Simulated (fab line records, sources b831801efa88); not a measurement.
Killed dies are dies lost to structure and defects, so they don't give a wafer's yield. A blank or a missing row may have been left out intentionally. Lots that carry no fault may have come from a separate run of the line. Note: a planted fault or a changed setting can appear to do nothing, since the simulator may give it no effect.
fab line records :: flow gf180mcu :: part 2 of 2: steps 24 to 32 of 32
[record]
  lots = 5
  wafers = 15
  last-day = 32
route steps=602 shown V2@395 M3@409
lots untouched by any fault: they come from a run of this same line in which no faults occurred
start-h: start of the lot's first displayed wafer, in hours after the record's first day :: wait-h: hours elapsed since this lot's preceding step :: " unchanged from the row above :: L1.1+2: one row covering several wafers at once :: - either no value or no given start :: * or withheld: withheld :: < > ~ a bound
route shown NAME@n: names a module that has steps shown in the file, with the first one's number in the route :: usual: average and standard deviation across the fault-free wafers :: same: alike in all rows :: chamber/n: place in a boat :: sites: the reading at each site :: _std_site: the standard deviation of these :: _edge_site: outer sites' mean less inner sites' :: radius-mm: how far each site lies from the wafer's centre :: mask NAME#n: copy n :: behind: the most recent tool/chamber to have shaped the wafer :: hold: the reason the lot was held/the length of the hold in hours/how it ended :: device: the transistor (n, p or np) that didn't switch :: end of line: at the end of the route, the tests of the same wafers :: where a step has no rows: the recipe by itself :: killed: dies that structure and defects cost at the first sort, which is not the same as the wafer's yield :: map: the dies of a wafer, with x for killed, . for not killed, _ for no die there
set.NAME: the setting the step ran with; set.NAME@STEP: the setting that earlier step ran with :: model.NAME: the simulator's own value behind a step, which no gauge read
lots at selected steps of the route; one table per step, one row per wafer
services: the hour from which a tool's chamber was out of use, counted from the record's first day as start-h (under 0 if before that day), plus the number of hours and why
[[steps]]
[step GF_M3_COAT_09]
[recipe]
  resist = KrF
  spin-rpm = withheld
  resist-thk-nm = 1000
[usual]
  exhaust-pa = 45.0/0.97
lot.wafer: L074.1
tool: litho-track-04
chamber: 0
start-h: 485.05
wait-h: 0.1
exhaust-pa: 45.8

lot.wafer: L074.4
tool: litho-track-04
chamber: 0
start-h: 485.05
wait-h: 0.1
exhaust-pa: 44.3

lot.wafer: L074.6
tool: litho-track-04
chamber: 0
start-h: 485.05
wait-h: 0.1
exhaust-pa: 44.9

lot.wafer: L081.1
tool: litho-track-03
chamber: 0
start-h: 538.68
wait-h: 0.1
exhaust-pa: 45.8

lot.wafer: L081.2
tool: litho-track-03
chamber: 0
start-h: 538.68
wait-h: 0.1
exhaust-pa: 45.2

lot.wafer: L081.5
tool: litho-track-03
chamber: 0
start-h: 538.68
wait-h: 0.1
exhaust-pa: 45.1

lot.wafer: L087.1
tool: litho-track-02
chamber: 0
start-h: 591.46
wait-h: 0.1
exhaust-pa: 44.6

lot.wafer: L087.3
tool: litho-track-02
chamber: 0
start-h: 591.46
wait-h: 0.1
exhaust-pa: 45.0

lot.wafer: L087.6
tool: litho-track-02
chamber: 0
start-h: 591.46
wait-h: 0.1
exhaust-pa: 45.6

lot.wafer: L088.1
tool: litho-track-03
chamber: 0
start-h: 598.42
wait-h: 0.1
exhaust-pa: 45.0

lot.wafer: L088.2
tool: litho-track-03
chamber: 0
start-h: 598.42
wait-h: 0.1
exhaust-pa: 45.4

lot.wafer: L088.5
tool: litho-track-03
chamber: 0
start-h: 598.42
wait-h: 0.1
exhaust-pa: 45.0

lot.wafer: L089.1
tool: litho-track-04
chamber: 0
start-h: 601.85
wait-h: 0.1
exhaust-pa: 42.2

lot.wafer: L089.3
tool: litho-track-04
chamber: 0
start-h: 601.85
wait-h: 0.1
exhaust-pa: 42.6

lot.wafer: L089.6
tool: litho-track-04
chamber: 0
start-h: 601.85
wait-h: 0.1
exhaust-pa: 41.8
[step GF_M3_SOFTBAKE_10]
[recipe]
  temp-c = 130
  time-s = 57.8
  resist = KrF
[usual]
  exhaust-pa = 45.1/0.86
lot.wafer: L074.1
tool: litho-track-04
chamber: 0
start-h: 485.20
wait-h: 0.1
exhaust-pa: 45.1

lot.wafer: L074.4
tool: litho-track-04
chamber: 0
start-h: 485.20
wait-h: 0.1
exhaust-pa: 45.6

lot.wafer: L074.6
tool: litho-track-04
chamber: 0
start-h: 485.20
wait-h: 0.1
exhaust-pa: 47.0

lot.wafer: L081.1
tool: litho-track-03
chamber: 0
start-h: 538.83
wait-h: 0.1
exhaust-pa: 44.3

lot.wafer: L081.2
tool: litho-track-03
chamber: 0
start-h: 538.83
wait-h: 0.1
exhaust-pa: 44.1

lot.wafer: L081.5
tool: litho-track-03
chamber: 0
start-h: 538.83
wait-h: 0.1
exhaust-pa: 44.1

lot.wafer: L087.1
tool: litho-track-02
chamber: 0
start-h: 591.61
wait-h: 0.1
exhaust-pa: 45.2

lot.wafer: L087.3
tool: litho-track-02
chamber: 0
start-h: 591.61
wait-h: 0.1
exhaust-pa: 43.9

lot.wafer: L087.6
tool: litho-track-02
chamber: 0
start-h: 591.61
wait-h: 0.1
exhaust-pa: 45.6

lot.wafer: L088.1
tool: litho-track-03
chamber: 0
start-h: 598.57
wait-h: 0.1
exhaust-pa: 45.8

lot.wafer: L088.2
tool: litho-track-03
chamber: 0
start-h: 598.57
wait-h: 0.1
exhaust-pa: 45.8

lot.wafer: L088.5
tool: litho-track-03
chamber: 0
start-h: 598.57
wait-h: 0.1
exhaust-pa: 45.1

lot.wafer: L089.1
tool: litho-track-04
chamber: 0
start-h: 602.00
wait-h: 0.1
exhaust-pa: 43.8

lot.wafer: L089.3
tool: litho-track-04
chamber: 0
start-h: 602.00
wait-h: 0.1
exhaust-pa: 45.0

lot.wafer: L089.6
tool: litho-track-04
chamber: 0
start-h: 602.00
wait-h: 0.1
exhaust-pa: 45.8
[step GF_M3_EXPOSE_11]
[recipe]
  mask-id = Metal3
  target-cd-nm = 280
  na = 0.68
  source-shape = conventional
  sigma-outer = 0.6
  dose-mj = 28
lot.wafer: L074.1+4+6
tool: krf-scanner-01
chamber: 0
start-h: -
wait-h: -
mask: Metal3#0

lot.wafer: L081.1+2+5
tool: krf-scanner-02
chamber: 0
start-h: -
wait-h: -
mask: Metal3#0

lot.wafer: L087.1+3+6
tool: krf-scanner-02
chamber: 0
start-h: -
wait-h: -
mask: Metal3#0

lot.wafer: L088.1+2+5
tool: krf-scanner-02
chamber: 0
start-h: -
wait-h: -
mask: Metal3#0

lot.wafer: L089.1+3+6
tool: krf-scanner-02
chamber: 0
start-h: -
wait-h: -
mask: Metal3#0
[step GF_M3_PEB_12]
[recipe]
  peb-temp-c = 135
  peb-time-s = 90
  resist = KrF
[usual]
  exhaust-pa = 44.9/0.97
lot.wafer: L074.1
tool: litho-track-02
chamber: 0
start-h: -
wait-h: -
exhaust-pa: 43.9

lot.wafer: L074.4
tool: litho-track-02
chamber: 0
start-h: -
wait-h: -
exhaust-pa: 45.8

lot.wafer: L074.6
tool: litho-track-02
chamber: 0
start-h: -
wait-h: -
exhaust-pa: 44.8

lot.wafer: L081.1
tool: litho-track-03
chamber: 0
start-h: -
wait-h: -
exhaust-pa: 45.6

lot.wafer: L081.2
tool: litho-track-03
chamber: 0
start-h: -
wait-h: -
exhaust-pa: 44.2

lot.wafer: L081.5
tool: litho-track-03
chamber: 0
start-h: -
wait-h: -
exhaust-pa: 44.0

lot.wafer: L087.1
tool: litho-track-03
chamber: 0
start-h: -
wait-h: -
exhaust-pa: 45.3

lot.wafer: L087.3
tool: litho-track-03
chamber: 0
start-h: -
wait-h: -
exhaust-pa: 43.9

lot.wafer: L087.6
tool: litho-track-03
chamber: 0
start-h: -
wait-h: -
exhaust-pa: 44.7

lot.wafer: L088.1
tool: litho-track-02
chamber: 0
start-h: -
wait-h: -
exhaust-pa: 44.5

lot.wafer: L088.2
tool: litho-track-02
chamber: 0
start-h: -
wait-h: -
exhaust-pa: 44.9

lot.wafer: L088.5
tool: litho-track-02
chamber: 0
start-h: -
wait-h: -
exhaust-pa: 44.3

lot.wafer: L089.1
tool: litho-track-03
chamber: 0
start-h: -
wait-h: -
exhaust-pa: 46.0

lot.wafer: L089.3
tool: litho-track-03
chamber: 0
start-h: -
wait-h: -
exhaust-pa: 44.1

lot.wafer: L089.6
tool: litho-track-03
chamber: 0
start-h: -
wait-h: -
exhaust-pa: 45.1
[step GF_M3_DEVELOP_13]
[recipe]
  develop-time-s = 60
  dev-temp-c = 21
[usual]
  exhaust-pa = 45.1/0.81
lot.wafer: L074.1
tool: litho-track-02
chamber: 0
start-h: 496.91
wait-h: 0.2
exhaust-pa: 43.5

lot.wafer: L074.4
tool: litho-track-02
chamber: 0
start-h: 496.91
wait-h: 0.2
exhaust-pa: 42.9

lot.wafer: L074.6
tool: litho-track-02
chamber: 0
start-h: 496.91
wait-h: 0.2
exhaust-pa: 43.7

lot.wafer: L081.1
tool: litho-track-03
chamber: 0
start-h: 549.62
wait-h: 0.2
exhaust-pa: 45.1

lot.wafer: L081.2
tool: litho-track-03
chamber: 0
start-h: 549.62
wait-h: 0.2
exhaust-pa: 45.1

lot.wafer: L081.5
tool: litho-track-03
chamber: 0
start-h: 549.62
wait-h: 0.2
exhaust-pa: 45.4

lot.wafer: L087.1
tool: litho-track-03
chamber: 0
start-h: 601.97
wait-h: 0.2
exhaust-pa: 46.5

lot.wafer: L087.3
tool: litho-track-03
chamber: 0
start-h: 601.97
wait-h: 0.2
exhaust-pa: 45.0

lot.wafer: L087.6
tool: litho-track-03
chamber: 0
start-h: 601.97
wait-h: 0.2
exhaust-pa: 46.8

lot.wafer: L088.1
tool: litho-track-02
chamber: 0
start-h: 609.06
wait-h: 0.2
exhaust-pa: 44.7

lot.wafer: L088.2
tool: litho-track-02
chamber: 0
start-h: 609.06
wait-h: 0.2
exhaust-pa: 44.5

lot.wafer: L088.5
tool: litho-track-02
chamber: 0
start-h: 609.06
wait-h: 0.2
exhaust-pa: 44.2

lot.wafer: L089.1
tool: litho-track-03
chamber: 0
start-h: 612.47
wait-h: 0.2
exhaust-pa: 44.2

lot.wafer: L089.3
tool: litho-track-03
chamber: 0
start-h: 612.47
wait-h: 0.2
exhaust-pa: 45.4

lot.wafer: L089.6
tool: litho-track-03
chamber: 0
start-h: 612.47
wait-h: 0.2
exhaust-pa: 45.1
[step GF_M3_CD_MEAS_14]
[recipe]
  target-cd-nm = 280
[usual]
  cd-nm = 280.2/1.3
lot.wafer: L074.1
tool: cd-sem-01
chamber: -
start-h: 497.06
wait-h: 0.1
cd-nm: 280.7

lot.wafer: L074.4
tool: cd-sem-01
chamber: -
start-h: 497.06
wait-h: 0.1
cd-nm: 280.8

lot.wafer: L074.6
tool: cd-sem-01
chamber: -
start-h: 497.06
wait-h: 0.1
cd-nm: 280.1

lot.wafer: L081.1
tool: cd-sem-01
chamber: -
start-h: 549.77
wait-h: 0.1
cd-nm: 280.7

lot.wafer: L081.2
tool: cd-sem-01
chamber: -
start-h: 549.77
wait-h: 0.1
cd-nm: 279.0

lot.wafer: L081.5
tool: cd-sem-01
chamber: -
start-h: 549.77
wait-h: 0.1
cd-nm: 280.4

lot.wafer: L087.1
tool: cd-sem-02
chamber: -
start-h: 602.12
wait-h: 0.1
cd-nm: 279.8

lot.wafer: L087.3
tool: cd-sem-02
chamber: -
start-h: 602.12
wait-h: 0.1
cd-nm: 279.9

lot.wafer: L087.6
tool: cd-sem-02
chamber: -
start-h: 602.12
wait-h: 0.1
cd-nm: 281.4

lot.wafer: L088.1
tool: cd-sem-01
chamber: -
start-h: 609.21
wait-h: 0.1
cd-nm: 282.1

lot.wafer: L088.2
tool: cd-sem-01
chamber: -
start-h: 609.21
wait-h: 0.1
cd-nm: 283.9

lot.wafer: L088.5
tool: cd-sem-01
chamber: -
start-h: 609.21
wait-h: 0.1
cd-nm: 281.7

lot.wafer: L089.1
tool: cd-sem-02
chamber: -
start-h: 612.62
wait-h: 0.1
cd-nm: 278.8

lot.wafer: L089.3
tool: cd-sem-02
chamber: -
start-h: 612.62
wait-h: 0.1
cd-nm: 279.8

lot.wafer: L089.6
tool: cd-sem-02
chamber: -
start-h: 612.62
wait-h: 0.1
cd-nm: 278.5
[step GF_M3_OVL_MEAS_15]
[usual]
  M3_OVL = 1/6.6
lot.wafer: L074.1
tool: overlay-01
chamber: -
start-h: 497.18
wait-h: 0.1
M3_OVL[nm]: -6

lot.wafer: L074.4
tool: overlay-01
chamber: -
start-h: 497.18
wait-h: 0.1
M3_OVL[nm]: -6

lot.wafer: L074.6
tool: overlay-01
chamber: -
start-h: 497.18
wait-h: 0.1
M3_OVL[nm]: -5

lot.wafer: L081.1
tool: overlay-02
chamber: -
start-h: 549.89
wait-h: 0.1
M3_OVL[nm]: 2

lot.wafer: L081.2
tool: overlay-02
chamber: -
start-h: 549.89
wait-h: 0.1
M3_OVL[nm]: 4

lot.wafer: L081.5
tool: overlay-02
chamber: -
start-h: 549.89
wait-h: 0.1
M3_OVL[nm]: -7

lot.wafer: L087.1
tool: overlay-01
chamber: -
start-h: 602.24
wait-h: 0.1
M3_OVL[nm]: -2

lot.wafer: L087.3
tool: overlay-01
chamber: -
start-h: 602.24
wait-h: 0.1
M3_OVL[nm]: 4

lot.wafer: L087.6
tool: overlay-01
chamber: -
start-h: 602.24
wait-h: 0.1
M3_OVL[nm]: -2

lot.wafer: L088.1
tool: overlay-02
chamber: -
start-h: 609.33
wait-h: 0.1
M3_OVL[nm]: -3

lot.wafer: L088.2
tool: overlay-02
chamber: -
start-h: 609.33
wait-h: 0.1
M3_OVL[nm]: -1

lot.wafer: L088.5
tool: overlay-02
chamber: -
start-h: 609.33
wait-h: 0.1
M3_OVL[nm]: 0

lot.wafer: L089.1
tool: overlay-02
chamber: -
start-h: 612.74
wait-h: 0.1
M3_OVL[nm]: 9

lot.wafer: L089.3
tool: overlay-02
chamber: -
start-h: 612.74
wait-h: 0.1
M3_OVL[nm]: 11

lot.wafer: L089.6
tool: overlay-02
chamber: -
start-h: 612.74
wait-h: 0.1
M3_OVL[nm]: 6
[step GF_M3_METAL_ETCH_16]
[recipe]
  chemistry = Cl2/BCl3
  mask-material = KrF
  target-depth-nm = 627.5
  stop-on = SiO2
  pressure-mtorr = 8
  icp-w = 800
  bias-w = 140
  Cl2_flow_sccm = 80
  bcl3-flow-sccm = 40
  time-s = 104.6
[usual]
  drypump-motor-current-A = 5.43/0.28
  he-backside-leak-sccm = 3.24/0.2
  oes-product-au = 0.972/0.0067
  throttle-valve-pct = 28.250/0.011
lot.wafer: L074.1
tool: rie-metal-04
chamber: 1
start-h: 497.22
wait-h: 0.0
drypump-motor-current-A: 5.17
he-backside-leak-sccm: 3.10
oes-product-au: 0.979
rf-hours-counter-h: 0
throttle-valve-pct: 28.239

lot.wafer: L074.4
tool: rie-metal-04
chamber: 0
start-h: 497.22
wait-h: 0.0
drypump-motor-current-A: 5.58
he-backside-leak-sccm: 3.26
oes-product-au: 0.978
rf-hours-counter-h: -
throttle-valve-pct: 28.245

lot.wafer: L074.6
tool: rie-metal-04
chamber: 0
start-h: 497.22
wait-h: 0.0
drypump-motor-current-A: 5.58
he-backside-leak-sccm: 3.36
oes-product-au: 0.967
rf-hours-counter-h: -
throttle-valve-pct: 28.262

lot.wafer: L081.1
tool: rie-metal-03
chamber: 0
start-h: 549.93
wait-h: 0.0
drypump-motor-current-A: 5.68
he-backside-leak-sccm: 3.01
oes-product-au: 0.972
rf-hours-counter-h: 12
throttle-valve-pct: 28.257

lot.wafer: L081.2
tool: rie-metal-03
chamber: 1
start-h: 549.93
wait-h: 0.0
drypump-motor-current-A: 4.93
he-backside-leak-sccm: 3.51
oes-product-au: 0.983
rf-hours-counter-h: 1
throttle-valve-pct: 28.237

lot.wafer: L081.5
tool: rie-metal-03
chamber: 0
start-h: 549.93
wait-h: 0.0
drypump-motor-current-A: 5.68
he-backside-leak-sccm: 2.97
oes-product-au: 0.964
rf-hours-counter-h: -
throttle-valve-pct: 28.253

lot.wafer: L087.1
tool: rie-metal-04
chamber: 0
start-h: 602.28
wait-h: 0.0
drypump-motor-current-A: 5.57
he-backside-leak-sccm: 3.43
oes-product-au: 0.974
rf-hours-counter-h: 4
throttle-valve-pct: 28.239

lot.wafer: L087.3
tool: rie-metal-04
chamber: 1
start-h: 602.28
wait-h: 0.0
drypump-motor-current-A: 5.17
he-backside-leak-sccm: 3.01
oes-product-au: 0.975
rf-hours-counter-h: -
throttle-valve-pct: 28.249

lot.wafer: L087.6
tool: rie-metal-04
chamber: 1
start-h: 602.28
wait-h: 0.0
drypump-motor-current-A: 5.18
he-backside-leak-sccm: 3.02
oes-product-au: 0.972
rf-hours-counter-h: -
throttle-valve-pct: 28.257

lot.wafer: L088.1
tool: rie-metal-02
chamber: 0
start-h: 609.36
wait-h: 0.0
drypump-motor-current-A: 5.70
he-backside-leak-sccm: 3.55
oes-product-au: 0.981
rf-hours-counter-h: 11
throttle-valve-pct: 28.233

lot.wafer: L088.2
tool: rie-metal-02
chamber: 1
start-h: 609.36
wait-h: 0.0
drypump-motor-current-A: 5.59
he-backside-leak-sccm: 3.33
oes-product-au: 0.968
rf-hours-counter-h: 10
throttle-valve-pct: 28.247

lot.wafer: L088.5
tool: rie-metal-02
chamber: 1
start-h: 609.36
wait-h: 0.0
drypump-motor-current-A: 5.56
he-backside-leak-sccm: 3.31
oes-product-au: 0.979
rf-hours-counter-h: -
throttle-valve-pct: 28.239

lot.wafer: L089.1
tool: rie-metal-02
chamber: 1
start-h: 612.78
wait-h: 0.0
drypump-motor-current-A: 5.60
he-backside-leak-sccm: 3.09
oes-product-au: 0.978
rf-hours-counter-h: 10
throttle-valve-pct: 28.222

lot.wafer: L089.3
tool: rie-metal-02
chamber: 1
start-h: 612.78
wait-h: 0.0
drypump-motor-current-A: 5.57
he-backside-leak-sccm: 3.26
oes-product-au: 0.979
rf-hours-counter-h: -
throttle-valve-pct: 28.242

lot.wafer: L089.6
tool: rie-metal-02
chamber: 1
start-h: 612.78
wait-h: 0.0
drypump-motor-current-A: 5.60
he-backside-leak-sccm: 3.14
oes-product-au: 0.975
rf-hours-counter-h: -
throttle-valve-pct: 28.258
[step GF_M3_STRIP_17]
[recipe]
  chemistry = O2/N2
  power-w = 1400
  pressure-mtorr = 1500
  platen-temp-c = 250
  o2-flow-sccm = 3000
  n2-flow-sccm = 300
  overash-fraction = 0.5
[usual]
  drypump-motor-current-A = 5.9/0.64
  heater-power-w = 343/36
  oes-product-au = 0.557/0.0044
  strip-time-to-endpoint-s = 7.84/0.037
lot.wafer: L074.1
tool: plasma-asher-02
chamber: 0
start-h: 497.33
wait-h: 0.1
drypump-motor-current-A: 5.1
heater-power-w: 358
oes-product-au: 0.556
rf-hours-counter-h: 41
strip-time-to-endpoint-s: 7.83

lot.wafer: L074.4
tool: plasma-asher-02
chamber: 1
start-h: 497.33
wait-h: 0.1
drypump-motor-current-A: 6.2
heater-power-w: 381
oes-product-au: 0.550
rf-hours-counter-h: -
strip-time-to-endpoint-s: 7.81

lot.wafer: L074.6
tool: plasma-asher-02
chamber: 0
start-h: 497.33
wait-h: 0.1
drypump-motor-current-A: 5.1
heater-power-w: 358
oes-product-au: 0.545
rf-hours-counter-h: -
strip-time-to-endpoint-s: 7.80

lot.wafer: L081.1
tool: plasma-asher-01
chamber: 0
start-h: 550.04
wait-h: 0.1
drypump-motor-current-A: 6.6
heater-power-w: 260
oes-product-au: 0.562
rf-hours-counter-h: 78
strip-time-to-endpoint-s: 7.87

lot.wafer: L081.2
tool: plasma-asher-01
chamber: 1
start-h: 550.04
wait-h: 0.1
drypump-motor-current-A: 5.8
heater-power-w: 367
oes-product-au: 0.558
rf-hours-counter-h: 78
strip-time-to-endpoint-s: 7.83

lot.wafer: L081.5
tool: plasma-asher-01
chamber: 0
start-h: 550.04
wait-h: 0.1
drypump-motor-current-A: 6.6
heater-power-w: 253
oes-product-au: 0.555
rf-hours-counter-h: -
strip-time-to-endpoint-s: 7.91

lot.wafer: L087.1
tool: plasma-asher-01
chamber: 0
start-h: 602.39
wait-h: 0.1
drypump-motor-current-A: 6.6
heater-power-w: 263
oes-product-au: 0.560
rf-hours-counter-h: 84
strip-time-to-endpoint-s: 7.91

lot.wafer: L087.3
tool: plasma-asher-01
chamber: 1
start-h: 602.39
wait-h: 0.1
drypump-motor-current-A: 5.8
heater-power-w: 375
oes-product-au: 0.559
rf-hours-counter-h: -
strip-time-to-endpoint-s: 7.89

lot.wafer: L087.6
tool: plasma-asher-01
chamber: 0
start-h: 602.39
wait-h: 0.1
drypump-motor-current-A: 6.6
heater-power-w: 258
oes-product-au: 0.558
rf-hours-counter-h: -
strip-time-to-endpoint-s: 7.89

lot.wafer: L088.1
tool: plasma-asher-02
chamber: 0
start-h: 609.48
wait-h: 0.1
drypump-motor-current-A: 5.1
heater-power-w: 353
oes-product-au: 0.564
rf-hours-counter-h: 53
strip-time-to-endpoint-s: 7.88

lot.wafer: L088.2
tool: plasma-asher-02
chamber: 1
start-h: 609.48
wait-h: 0.1
drypump-motor-current-A: 6.2
heater-power-w: 375
oes-product-au: 0.563
rf-hours-counter-h: 53
strip-time-to-endpoint-s: 7.85

lot.wafer: L088.5
tool: plasma-asher-02
chamber: 1
start-h: 609.48
wait-h: 0.1
drypump-motor-current-A: 6.3
heater-power-w: 390
oes-product-au: 0.558
rf-hours-counter-h: -
strip-time-to-endpoint-s: 7.81

lot.wafer: L089.1
tool: plasma-asher-02
chamber: 1
start-h: 612.89
wait-h: 0.1
drypump-motor-current-A: 6.2
heater-power-w: 375
oes-product-au: 0.550
rf-hours-counter-h: 53
strip-time-to-endpoint-s: 7.79

lot.wafer: L089.3
tool: plasma-asher-02
chamber: 0
start-h: 612.89
wait-h: 0.1
drypump-motor-current-A: 5.1
heater-power-w: 353
oes-product-au: 0.555
rf-hours-counter-h: -
strip-time-to-endpoint-s: 7.78

lot.wafer: L089.6
tool: plasma-asher-02
chamber: 1
start-h: 612.89
wait-h: 0.1
drypump-motor-current-A: 6.2
heater-power-w: 367
oes-product-au: 0.557
rf-hours-counter-h: -
strip-time-to-endpoint-s: 7.79
[[services]]
tool: cvd-w-01
chamber: -
start-h: 449.31
hours: 0.8
kind: repair

tool: krf-scanner-02
chamber: -
start-h: 450.72
hours: 0.8
kind: pm

tool: cmp-01
chamber: -
start-h: 458.61
hours: 1.6
kind: repair

tool: pvd-sputter-03
chamber: -
start-h: 459.09
hours: 8.8
kind: repair

tool: cmp-01
chamber: -
start-h: 467.61
hours: 1.4
kind: repair

tool: krf-scanner-02
chamber: -
start-h: 468.30
hours: 1.0
kind: pm

tool: cmp-01
chamber: -
start-h: 474.59
hours: 0.4
kind: repair

tool: krf-scanner-02
chamber: -
start-h: 484.94
hours: 2.3
kind: repair

tool: pvd-sputter-01
chamber: -
start-h: 493.40
hours: 5.9
kind: repair

tool: cmp-01
chamber: -
start-h: 501.15
hours: 16.3
kind: pm

tool: pvd-sputter-03
chamber: -
start-h: 501.47
hours: 1.7
kind: repair

tool: rie-diel-03
chamber: 1
start-h: 507.47
hours: 5.2
kind: repair

tool: rie-diel-03
chamber: -
start-h: 510.44
hours: 2.8
kind: pm

tool: rie-diel-03
chamber: 2
start-h: 516.23
hours: 3.2
kind: repair

tool: cmp-01
chamber: -
start-h: 517.41
hours: 4.2
kind: pm

tool: pvd-sputter-01
chamber: -
start-h: 524.12
hours: 5.0
kind: repair

tool: cmp-01
chamber: -
start-h: 525.32
hours: 0.4
kind: repair

tool: cmp-01
chamber: -
start-h: 542.90
hours: 0.3
kind: repair

tool: krf-scanner-02
chamber: -
start-h: 559.40
hours: 1.3
kind: pm

tool: cmp-01
chamber: -
start-h: 572.28
hours: 4.0
kind: pm

tool: pvd-sputter-04
chamber: -
start-h: 572.64
hours: 8.5
kind: repair

tool: wet-bench-03
chamber: -
start-h: 578.79
hours: 4.4
kind: pm

tool: cvd-w-01
chamber: -
start-h: 588.25
hours: 2.8
kind: pm

tool: rie-diel-03
chamber: -
start-h: 606.87
hours: 0.4
kind: repair
